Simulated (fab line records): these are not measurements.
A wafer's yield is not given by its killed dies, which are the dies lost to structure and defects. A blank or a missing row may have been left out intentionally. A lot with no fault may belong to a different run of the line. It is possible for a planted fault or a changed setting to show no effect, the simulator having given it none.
fab line records	flow sky130
record lots=24	wafers=72	lastDay=50
route steps=708 shown VT_ADJUST_HVTR@138 GATE_OXIDE@189 POLY_CUT@315 METAL2@485 CAPM@538 METAL4@602
lots with no fault: from the same line, run without faults
startH: the number of hours between the record's first day and the start of the first shown wafer of the lot	waitH: hours from the lot's prior step to this one	" unchanged from the row above	L1.1+2: several wafers, shown together as one row	- either no value or no given start	* or withheld: withheld	< > ~ a bound
route shown NAME@n: a module of which the file shows steps, and the number in the route of the first	usual: the fault-free wafers' mean and standard deviation	same: alike in all rows	chamber/n: place in a boat	sites: per-site readings	_std_site: the standard deviation of these	_edge_site: mean of outer sites minus mean of inner sites	radiusMm: how far each site lies from the wafer's centre	mask NAME#n: copy n	behind: tool/chamber where the wafer was last shaped	hold: why the lot went on hold/how many hours it stayed there/how the hold came to an end	device: the transistor (n, p or np) that didn't switch	end of line: tests of these same wafers at the route's end	a step without rows: its recipe alone	killed: dies lost to structure and defects at the first sort, not the wafer's yield	map: per-die view of a wafer (x killed, . not killed, _ where there is no die)
set.NAME: the run value of the setting; set.NAME@STEP: its run value at that earlier step	model.NAME: the simulator's own value behind a step, which no gauge read
the route's steps for a sample of lots (tables are steps, rows are wafers)
services: the hour from which a tool's chamber was out of use, counted from the record's first day as startH (under 0 if before that day), plus the number of hours and why
## steps
# step SKY_VT_ADJUST_HVTR_CD_MEAS_07
# recipe targetCdNm=380
# usual cdNm=379.7/2.2
lot.wafer	tool	chamber	startH	waitH	cdNm
L074.1	cdSem-02	-	199.75	0.1	379.8
L074.3	"	-	"	"	379.9
L074.4	"	-	"	"	380.8
L075.1	cdSem-01	-	209.62	0.1	380.1
L075.2	"	-	"	"	377.2
L075.5	"	-	"	"	379.7
L076.2	cdSem-02	-	217.70	0.1	381.0
L076.3	"	-	"	"	378.5
L076.4	"	-	"	"	378.3
L077.1	cdSem-01	-	225.05	0.1	380.2
L077.3	"	-	"	"	380.9
L077.5	"	-	"	"	382.1
L078.4	cdSem-02	-	232.24	0.1	381.5
L078.5	"	-	"	"	380.3
L078.6	"	-	"	"	381.9
L079.1	cdSem-01	-	242.48	0.1	378.8
L079.4	"	-	"	"	379.3
L079.5	"	-	"	"	382.6
L080.3	cdSem-02	-	244.29	0.1	377.5
L080.4	"	-	"	"	378.7
L080.5	"	-	"	"	377.9
L081.1	cdSem-01	-	251.85	0.1	381.2
L081.2	"	-	"	"	381.9
L081.5	"	-	"	"	383.6
L082.1	cdSem-01	-	260.30	0.1	379.9
L082.2	"	-	"	"	381.2
L082.6	"	-	"	"	381.0
L083.3	cdSem-01	-	269.86	0.1	378.3
L083.5	"	-	"	"	376.6
L083.6	"	-	"	"	378.6
L084.1	cdSem-01	-	274.42	0.1	377.8
L084.2	"	-	"	"	376.1
L084.6	"	-	"	"	375.6
L085.1	cdSem-02	-	279.33	0.1	383.5
L085.4	"	-	"	"	383.3
L085.5	"	-	"	"	380.2
L086.3	cdSem-02	-	287.42	0.1	382.8
L086.4	"	-	"	"	383.2
L086.5	"	-	"	"	384.1
L087.1	cdSem-02	-	294.90	0.1	379.9
L087.2	"	-	"	"	378.3
L087.3	"	-	"	"	380.2
L088.1	cdSem-01	-	300.42	0.1	374.9
L088.2	"	-	"	"	375.3
L088.5	"	-	"	"	373.2
L089.1	cdSem-01	-	310.32	0.1	377.2
L089.3	"	-	"	"	378.1
L089.6	"	-	"	"	376.4
L090.1	cdSem-02	-	322.35	0.1	378.6
L090.3	"	-	"	"	379.6
L090.6	"	-	"	"	381.0
L091.1	cdSem-01	-	335.75	0.1	380.8
L091.2	"	-	"	"	378.9
L091.4	"	-	"	"	379.5
L092.2	cdSem-02	-	336.64	0.1	379.6
L092.3	"	-	"	"	379.0
L092.4	"	-	"	"	379.4
L093.2	cdSem-01	-	337.95	0.1	375.6
L093.4	"	-	"	"	378.4
L093.5	"	-	"	"	378.3
L094.4	cdSem-02	-	347.11	0.1	379.7
L094.5	"	-	"	"	378.5
L094.6	"	-	"	"	379.3
L095.1	cdSem-02	-	354.88	0.1	383.3
L095.5	"	-	"	"	382.7
L095.6	"	-	"	"	383.2
L096.1	cdSem-01	-	364.03	0.1	380.5
L096.2	"	-	"	"	379.7
L096.4	"	-	"	"	380.3
L097.3	cdSem-02	-	370.51	0.1	381.2
L097.4	"	-	"	"	383.6
L097.5	"	-	"	"	382.1
# step SKY_GATE_OXIDE_THK_MEAS_02
# recipe reads=SiO2_of_GATE_OXIDE_OXIDATION_01
# usual GATE_OXIDE_OXIDATION_00_THK=10.29/0.15
lot.wafer	tool	chamber	startH	waitH	GATE_OXIDE_OXIDATION_00_THK[nm]
L074.1	filmMetro-04	-	283.21	0.0	10.26
L074.3	"	-	"	"	10.22
L074.4	"	-	"	"	10.42
L075.1	filmMetro-01	-	294.42	0.0	10.43
L075.2	"	-	"	"	10.38
L075.5	"	-	"	"	10.20
L076.2	filmMetro-02	-	294.43	0.0	10.29
L076.3	"	-	"	"	10.21
L076.4	"	-	"	"	10.25
L077.1	filmMetro-01	-	309.70	0.0	10.36
L077.3	"	-	"	"	10.16
L077.5	"	-	"	"	10.17
L078.4	filmMetro-01	-	321.68	0.0	10.26
L078.5	"	-	"	"	10.51
L078.6	"	-	"	"	10.43
L079.1	filmMetro-01	-	331.55	0.0	10.24
L079.4	"	-	"	"	10.26
L079.5	"	-	"	"	10.17
L080.3	filmMetro-04	-	331.57	0.0	10.45
L080.4	"	-	"	"	10.33
L080.5	"	-	"	"	10.54
L081.1	filmMetro-02	-	336.37	0.0	10.15
L081.2	"	-	"	"	10.30
L081.5	"	-	"	"	10.37
L082.1	filmMetro-02	-	351.11	0.0	10.24
L082.2	"	-	"	"	10.28
L082.6	"	-	"	"	10.31
L083.3	filmMetro-02	-	354.05	0.0	10.24
L083.5	"	-	"	"	10.06
L083.6	"	-	"	"	10.32
L084.1	filmMetro-01	-	359.55	0.0	10.24
L084.2	"	-	"	"	10.12
L084.6	"	-	"	"	10.18
L085.1	filmMetro-04	-	359.57	0.0	10.05
L085.4	"	-	"	"	10.14
L085.5	"	-	"	"	10.04
L086.3	filmMetro-02	-	372.43	0.0	10.44
L086.4	"	-	"	"	10.15
L086.5	"	-	"	"	10.23
L087.1	filmMetro-01	-	383.66	0.0	10.48
L087.2	"	-	"	"	10.44
L087.3	"	-	"	"	10.27
L088.1	filmMetro-02	-	389.91	0.0	10.28
L088.2	"	-	"	"	10.42
L088.5	"	-	"	"	10.41
L089.1	filmMetro-02	-	402.46	0.0	10.15
L089.3	"	-	"	"	10.40
L089.6	"	-	"	"	10.21
L090.1	filmMetro-02	-	414.96	0.0	10.48
L090.3	"	-	"	"	10.55
L090.6	"	-	"	"	10.59
L091.1	filmMetro-01	-	431.62	0.0	10.22
L091.2	"	-	"	"	10.43
L091.4	"	-	"	"	10.51
L092.2	filmMetro-01	-	435.96	0.0	10.20
L092.3	"	-	"	"	10.12
L092.4	"	-	"	"	10.20
L093.2	filmMetro-02	-	435.96	0.0	10.40
L093.4	"	-	"	"	10.60
L093.5	"	-	"	"	10.38
L094.4	filmMetro-01	-	445.13	0.0	10.28
L094.5	"	-	"	"	10.18
L094.6	"	-	"	"	10.14
L095.1	filmMetro-01	-	454.46	0.0	10.10
L095.5	"	-	"	"	10.09
L095.6	"	-	"	"	9.96
L096.1	filmMetro-02	-	466.23	0.0	10.27
L096.2	"	-	"	"	10.22
L096.4	"	-	"	"	10.23
L097.3	filmMetro-04	-	469.90	0.0	10.13
L097.4	"	-	"	"	10.05
L097.5	"	-	"	"	10.09
# step SKY_POLY_CUT_CD_MEAS_08
# recipe targetCdNm=270
# usual cdNm=269.1/1.4
lot.wafer	tool	chamber	startH	waitH	cdNm
L074.1	cdSem-01	-	564.85	-	269.7
L074.3	"	-	"	"	271.1
L074.4	"	-	"	"	270.5
L075.1	cdSem-02	-	568.67	-	268.4
L075.2	"	-	"	"	270.2
L075.5	"	-	"	"	267.3
L076.2	cdSem-02	-	569.90	-	270.1
L076.3	"	-	"	"	270.9
L076.4	"	-	"	"	271.1
L077.1	cdSem-01	-	589.92	-	272.7
L077.3	"	-	"	"	271.2
L077.5	"	-	"	"	271.1
L078.4	cdSem-02	-	597.66	-	267.8
L078.5	"	-	"	"	269.4
L078.6	"	-	"	"	268.7
L079.1	cdSem-02	-	608.75	-	269.3
L079.4	"	-	"	"	269.8
L079.5	"	-	"	"	270.9
L080.3	cdSem-01	-	612.37	-	269.8
L080.4	"	-	"	"	269.8
L080.5	"	-	"	"	269.7
L081.1	cdSem-01	-	613.78	-	268.9
L081.2	"	-	"	"	270.1
L081.5	"	-	"	"	269.7
L082.1	cdSem-02	-	627.90	-	267.6
L082.2	"	-	"	"	266.9
L082.6	"	-	"	"	267.6
L083.3	cdSem-02	-	637.59	-	269.6
L083.5	"	-	"	"	270.5
L083.6	"	-	"	"	271.1
L085.1	cdSem-02	-	644.35	-	268.5
L085.4	"	-	"	"	268.9
L085.5	"	-	"	"	268.7
L084.1	cdSem-02	-	644.70	-	269.1
L084.2	"	-	"	"	269.8
L084.6	"	-	"	"	269.3
L086.3	cdSem-02	-	653.84	-	269.6
L086.4	"	-	"	"	269.0
L086.5	"	-	"	"	269.4
L087.1	cdSem-01	-	664.95	-	268.0
L087.2	"	-	"	"	269.2
L087.3	"	-	"	"	268.1
L088.1	cdSem-01	-	666.72	-	268.0
L088.2	"	-	"	"	268.8
L088.5	"	-	"	"	268.9
L089.1	cdSem-01	-	679.95	-	268.7
L089.3	"	-	"	"	269.1
L089.6	"	-	"	"	269.0
L090.1	cdSem-02	-	696.30	-	271.5
L090.3	"	-	"	"	269.6
L090.6	"	-	"	"	270.2
L091.1	cdSem-02	-	711.32	-	271.1
L091.2	"	-	"	"	269.9
L091.4	"	-	"	"	270.2
L093.2	cdSem-01	-	712.99	-	268.6
L093.4	"	-	"	"	267.3
L093.5	"	-	"	"	266.8
L092.2	cdSem-01	-	713.34	-	268.2
L092.3	"	-	"	"	267.7
L092.4	"	-	"	"	266.7
L094.4	cdSem-02	-	718.51	-	268.4
L094.5	"	-	"	"	268.1
L094.6	"	-	"	"	268.9
L095.1	cdSem-02	-	731.03	-	267.8
L095.5	"	-	"	"	265.5
L095.6	"	-	"	"	268.2
L096.1	cdSem-02	-	736.42	-	268.4
L096.2	"	-	"	"	268.9
L096.4	"	-	"	"	268.3
L097.3	cdSem-01	-	744.29	-	271.6
L097.4	"	-	"	"	271.9
L097.5	"	-	"	"	272.4
# step SKY_METAL2_SPUTTER_02
# recipe material=AlCu	targetThkNm=250	powerW=10600	timeS=13.3	chamberPressurePa=0.4
# usual throttleValvePct=30.3/0.9
lot.wafer	tool	chamber	startH	waitH	throttleValvePct
L074.1	pvdSputter-04	-	797.74	0.0	30.0
L074.3	"	-	"	"	31.2
L074.4	"	-	"	"	31.2
L075.1	pvdSputter-04	-	804.30	0.0	31.6
L075.2	"	-	"	"	30.9
L075.5	"	-	"	"	29.8
L076.2	pvdSputter-03	-	804.34	0.0	31.5
L076.3	"	-	"	"	30.6
L076.4	"	-	"	"	31.2
L077.1	pvdSputter-04	-	821.96	0.0	29.7
L077.3	"	-	"	"	31.3
L077.5	"	-	"	"	30.9
L078.4	pvdSputter-02	-	826.76	0.0	29.8
L078.5	"	-	"	"	30.6
L078.6	"	-	"	"	28.1
L079.1	pvdSputter-03	-	837.16	0.0	30.9
L079.4	"	-	"	"	29.1
L079.5	"	-	"	"	31.5
L080.3	pvdSputter-02	-	840.11	0.0	29.8
L080.4	"	-	"	"	29.8
L080.5	"	-	"	"	30.1
L081.1	pvdSputter-04	-	844.16	0.0	29.7
L081.2	"	-	"	"	30.8
L081.5	"	-	"	"	29.9
L082.1	pvdSputter-03	-	855.62	0.0	31.0
L082.2	"	-	"	"	31.5
L082.6	"	-	"	"	31.1
L083.3	pvdSputter-04	-	862.50	0.0	29.8
L083.5	"	-	"	"	29.6
L083.6	"	-	"	"	30.8
L085.1	pvdSputter-02	-	869.86	0.0	30.9
L085.4	"	-	"	"	29.9
L085.5	"	-	"	"	30.7
L084.1	pvdSputter-03	-	871.54	0.0	30.9
L084.2	"	-	"	"	29.1
L084.6	"	-	"	"	31.3
L086.3	pvdSputter-04	-	878.94	0.0	31.2
L086.4	"	-	"	"	31.1
L086.5	"	-	"	"	31.0
L087.1	pvdSputter-04	-	887.02	0.0	29.6
L087.2	"	-	"	"	29.5
L087.3	"	-	"	"	30.9
L088.1	pvdSputter-03	-	891.05	0.0	30.9
L088.2	"	-	"	"	31.3
L088.5	"	-	"	"	29.1
L089.1	pvdSputter-03	-	901.80	0.0	31.2
L089.3	"	-	"	"	29.2
L089.6	"	-	"	"	29.3
L090.1	pvdSputter-03	-	916.81	0.0	29.6
L090.3	"	-	"	"	31.5
L090.6	"	-	"	"	29.1
L091.1	pvdSputter-04	-	930.99	0.0	30.8
L091.2	"	-	"	"	31.8
L091.4	"	-	"	"	29.6
L093.2	pvdSputter-03	-	932.52	0.0	31.2
L093.4	"	-	"	"	31.0
L093.5	"	-	"	"	31.1
L092.2	pvdSputter-04	-	933.20	0.0	31.0
L092.3	"	-	"	"	29.7
L092.4	"	-	"	"	29.7
L094.4	pvdSputter-04	-	935.85	0.0	31.3
L094.5	"	-	"	"	29.6
L094.6	"	-	"	"	29.7
L095.1	pvdSputter-02	-	947.27	0.0	30.7
L095.5	"	-	"	"	30.1
L095.6	"	-	"	"	29.9
L096.1	pvdSputter-02	-	954.24	0.0	28.2
L096.2	"	-	"	"	31.0
L096.4	"	-	"	"	30.1
L097.3	pvdSputter-03	-	960.02	0.0	29.2
L097.4	"	-	"	"	31.0
L097.5	"	-	"	"	29.3
# step SKY_CAPM_THK_MEAS_01
# recipe reads=SiO2_of_CAPM_CVD_00
# usual CAPM_CVD_00_THK=15.49/0.28
lot.wafer	tool	chamber	startH	waitH	CAPM_CVD_00_THK[nm]
L074.1	filmMetro-02	-	853.32	-	15.57
L074.3	"	-	"	"	16.10
L074.4	"	-	"	"	15.81
L075.1	filmMetro-04	-	857.87	-	15.06
L075.2	"	-	"	"	15.27
L075.5	"	-	"	"	15.47
L076.2	filmMetro-01	-	858.96	-	15.49
L076.3	"	-	"	"	15.67
L076.4	"	-	"	"	15.74
L077.1	filmMetro-01	-	877.09	-	14.92
L077.3	"	-	"	"	15.24
L077.5	"	-	"	"	15.47
L078.4	filmMetro-01	-	882.55	-	15.46
L078.5	"	-	"	"	15.70
L078.6	"	-	"	"	15.47
L079.1	filmMetro-04	-	892.75	-	15.10
L079.4	"	-	"	"	15.04
L079.5	"	-	"	"	15.03
L080.3	filmMetro-04	-	894.40	-	15.21
L080.4	"	-	"	"	15.72
L080.5	"	-	"	"	15.36
L081.1	filmMetro-02	-	899.63	-	15.13
L081.2	"	-	"	"	15.20
L081.5	"	-	"	"	15.23
L082.1	filmMetro-01	-	909.65	-	15.72
L082.2	"	-	"	"	15.93
L082.6	"	-	"	"	16.09
L083.3	filmMetro-01	-	917.57	-	15.14
L083.5	"	-	"	"	15.13
L083.6	"	-	"	"	15.28
L085.1	filmMetro-04	-	923.29	-	15.19
L085.4	"	-	"	"	15.47
L085.5	"	-	"	"	15.23
L084.1	filmMetro-04	-	925.30	-	15.68
L084.2	"	-	"	"	15.74
L084.6	"	-	"	"	15.70
L086.3	filmMetro-01	-	932.38	-	15.55
L086.4	"	-	"	"	15.61
L086.5	"	-	"	"	15.67
L087.1	filmMetro-02	-	943.33	-	15.48
L087.2	"	-	"	"	15.39
L087.3	"	-	"	"	15.56
L088.1	filmMetro-04	-	944.00	-	15.30
L088.2	"	-	"	"	15.30
L088.5	"	-	"	"	15.39
L089.1	filmMetro-01	-	954.53	-	15.63
L089.3	"	-	"	"	16.00
L089.6	"	-	"	"	16.10
L090.1	filmMetro-04	-	968.95	-	15.19
L090.3	"	-	"	"	15.28
L090.6	"	-	"	"	15.55
L091.1	filmMetro-01	-	981.90	-	15.32
L091.2	"	-	"	"	15.21
L091.4	"	-	"	"	15.50
L093.2	filmMetro-02	-	984.17	-	15.31
L093.4	"	-	"	"	15.59
L093.5	"	-	"	"	15.64
L092.2	filmMetro-04	-	984.28	-	15.01
L092.3	"	-	"	"	15.12
L092.4	"	-	"	"	15.38
L094.4	filmMetro-02	-	987.36	-	15.61
L094.5	"	-	"	"	15.59
L094.6	"	-	"	"	15.66
L095.1	filmMetro-02	-	997.69	-	15.86
L095.5	"	-	"	"	15.87
L095.6	"	-	"	"	16.10
L096.1	filmMetro-04	-	1005.14	-	15.36
L096.2	"	-	"	"	15.05
L096.4	"	-	"	"	15.58
L097.3	filmMetro-01	-	1010.14	-	15.76
L097.4	"	-	"	"	15.83
L097.5	"	-	"	"	16.03
# step SKY_METAL4_SPUTTER_04
# recipe material=TiN	targetThkNm=70	powerW=6500	timeS=58.3	chamberPressurePa=0.4
# usual throttleValvePct=30.1/0.92
lot.wafer	tool	chamber	startH	waitH	throttleValvePct
L074.1	pvdSputter-01	-	934.37	0.0	28.7
L074.3	"	-	"	"	29.0
L074.4	"	-	"	"	30.4
L075.1	pvdSputter-03	-	937.45	0.0	31.1
L075.2	"	-	"	"	29.3
L075.5	"	-	"	"	30.7
L076.2	pvdSputter-03	-	941.44	0.0	31.3
L076.3	"	-	"	"	30.8
L076.4	"	-	"	"	29.3
L077.1	pvdSputter-03	-	954.90	0.0	31.6
L077.3	"	-	"	"	29.3
L077.5	"	-	"	"	31.0
L078.4	pvdSputter-02	-	960.47	0.0	29.5
L078.5	"	-	"	"	28.3
L078.6	"	-	"	"	29.8
L079.1	pvdSputter-03	-	971.34	0.0	31.4
L079.4	"	-	"	"	30.9
L079.5	"	-	"	"	31.2
L080.3	pvdSputter-01	-	972.47	0.0	29.1
L080.4	"	-	"	"	28.7
L080.5	"	-	"	"	30.1
L081.1	pvdSputter-03	-	977.18	0.0	31.5
L081.2	"	-	"	"	29.2
L081.5	"	-	"	"	29.3
L082.1	pvdSputter-02	-	986.59	0.0	30.9
L082.2	"	-	"	"	29.9
L082.6	"	-	"	"	30.9
L083.3	pvdSputter-02	-	993.97	0.0	30.0
L083.5	"	-	"	"	30.0
L083.6	"	-	"	"	30.0
L085.1	pvdSputter-03	-	998.35	0.0	31.7
L085.4	"	-	"	"	29.2
L085.5	"	-	"	"	31.2
L084.1	pvdSputter-03	-	1002.41	0.0	31.1
L084.2	"	-	"	"	29.3
L084.6	"	-	"	"	29.4
L086.3	pvdSputter-02	-	1007.81	0.0	30.8
L086.4	"	-	"	"	29.9
L086.5	"	-	"	"	29.9
L087.1	pvdSputter-01	-	1016.97	0.0	30.0
L087.2	"	-	"	"	28.8
L087.3	"	-	"	"	28.9
L088.1	pvdSputter-03	-	1017.38	0.0	31.3
L088.2	"	-	"	"	31.5
L088.5	"	-	"	"	29.3
L089.1	pvdSputter-01	-	1028.45	0.0	30.1
L089.3	"	-	"	"	29.0
L089.6	"	-	"	"	28.8
L090.1	pvdSputter-02	-	1040.58	0.0	30.8
L090.3	"	-	"	"	29.8
L090.6	"	-	"	"	30.1
L091.1	pvdSputter-02	-	1054.32	0.0	29.6
L091.2	"	-	"	"	29.9
L091.4	"	-	"	"	30.7
L093.2	pvdSputter-01	-	1055.60	0.0	28.7
L093.4	"	-	"	"	30.1
L093.5	"	-	"	"	30.5
L092.2	pvdSputter-01	-	1056.17	0.0	30.1
L092.3	"	-	"	"	28.8
L092.4	"	-	"	"	28.8
L094.4	pvdSputter-02	-	1060.05	0.0	30.6
L094.5	"	-	"	"	30.6
L094.6	"	-	"	"	30.1
L095.1	pvdSputter-03	-	1068.57	0.0	31.2
L095.5	"	-	"	"	29.3
L095.6	"	-	"	"	30.9
L096.1	pvdSputter-01	-	1077.02	0.0	28.7
L096.2	"	-	"	"	30.2
L096.4	"	-	"	"	29.9
L097.3	pvdSputter-01	-	1080.47	0.0	29.0
L097.4	"	-	"	"	30.2
L097.5	"	-	"	"	30.2
## services
tool	chamber	startH	hours	kind
pvdSputter-01	-	778.55	5.0	repair
pvdSputter-04	1	783.63	-	consumableReplace:kit
pvdSputter-04	1	783.63	18.0	scheduledDown
pvdSputter-03	-	816.81	5.6	repair
pvdSputter-03	3	832.59	-	consumableReplace:kit
pvdSputter-03	3	832.59	18.0	scheduledDown
pvdSputter-03	3	832.59	18.0	ventCycle
pvdSputter-02	-	842.51	5.4	repair
pvdSputter-02	0	858.92	-	consumableReplace:kit
pvdSputter-02	0	858.92	18.0	scheduledDown
pvdSputter-02	0	858.92	18.0	ventCycle
pvdSputter-02	-	877.15	2.6	repair
pvdSputter-02	-	887.45	5.4	repair
pvdSputter-02	-	931.93	4.5	repair
pvdSputter-04	-	993.37	5.6	repair
pvdSputter-01	-	1001.97	5.4	repair
pvdSputter-02	3	1014.53	-	consumableReplace:kit
pvdSputter-02	3	1014.53	18.0	scheduledDown
pvdSputter-02	3	1014.53	18.0	ventCycle
pvdSputter-03	-	1053.29	4.0	repair
pvdSputter-03	-	1054.10	0.7	repair
pvdSputter-03	2	1075.24	-	consumableReplace:kit
pvdSputter-03	2	1075.24	18.0	scheduledDown
pvdSputter-03	2	1075.24	18.0	ventCycle
## key
fault none
